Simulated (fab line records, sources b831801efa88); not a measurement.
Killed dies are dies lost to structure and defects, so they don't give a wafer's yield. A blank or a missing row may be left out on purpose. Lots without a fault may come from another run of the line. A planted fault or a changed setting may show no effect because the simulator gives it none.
Which tool did it? | flow gf180mcu | 6 lots, 18 wafers sampled, at 3 steps of a route of 602

WHAT THE GAUGES READ, wafer by wafer
GF_V3_CD_MEAS_14: target cd 260 nm.
lot  | measured     | on        | cd_nm (nm)
L610 | day 23 23:15 | cd_sem-01 | 258.7 259.1 259.0
L614 | day 25 08:57 | cd_sem-01 | 263.3 261.1 261.6
L618 | day 26 15:17 | cd_sem-02 | 262.5 261.6 261.6
L622 | day 27 21:46 | cd_sem-02 | 268.2 269.3 269.1
L626 | day 29 00:13 | cd_sem-01 | 260.9 257.7 258.5
L629 | day 29 12:44 | cd_sem-02 | 259.0 260.6 259.7

WHICH TOOL RAN EACH LOT (tool, then ch and the chambers of the sampled wafers, then the start)
lot  | GF_V3_CMP_04                  | GF_V3_PEB_12
L610 | cmp-02 ch 0,2,3, day 23 00:16 | litho_track-01 ch 0, day 23 22:55
L614 | cmp-02 ch 0,1,2, day 24 10:55 | litho_track-01 ch 0, day 25 08:37
L618 | cmp-02 ch 0,1,3, day 25 18:08 | litho_track-04 ch 0, day 26 14:56
L622 | cmp-02 ch 1,2, day 27 01:10   | litho_track-01 ch 0, day 27 21:26
L626 | cmp-01 ch 1,3, day 28 04:54   | litho_track-02 ch 0, day 28 23:52
L629 | cmp-02 ch 1,2,3, day 28 18:07 | litho_track-02 ch 0, day 29 12:23
- GF_V3_CMP_04: polishes SiO2.
- GF_V3_PEB_12: peb time 90 s.

THE ANSWER, worked out from the rows above alone
Rule: what is usual is taken from the lots themselves. Put in order of their means at a reading, lots are off if they are a third of the lots or fewer, leave a main group of 4 or more, and stand apart from it by a gap of 3 or more times the standard deviation of the main group's means; of several such gaps the widest counts. A main group whose means are all the same, to the digits that the tables above print for the reading, isn't used. A lot without any number at a reading at which 4 lots or more have one is off too. The other lots that the step has rows for count as sound.
Off: L622, at GF_V3_CD_MEAS_14 (cd_nm). The main group: mean 260.3 nm, standard deviation 1.4.
A tool fits if, at a process step before that reading, it ran every lot that is off, and no sound lot after the first of them. The gauges at GF_V3_CD_MEAS_14 are tried like those tools. One fits: litho_track-01 at GF_V3_PEB_12. Its last sound lot is L614 (day 25 08:37), its first lot that is off L622 (day 27 21:26): a fault that began between those two fits.

WHAT THE SIMULATOR HAD PUT IN
Process parameter drift: litho_track-01, from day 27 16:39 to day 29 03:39, at GF_V3_PEB_12. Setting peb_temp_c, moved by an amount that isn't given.
Lots struck among those shown: L622. The rule above found the same.
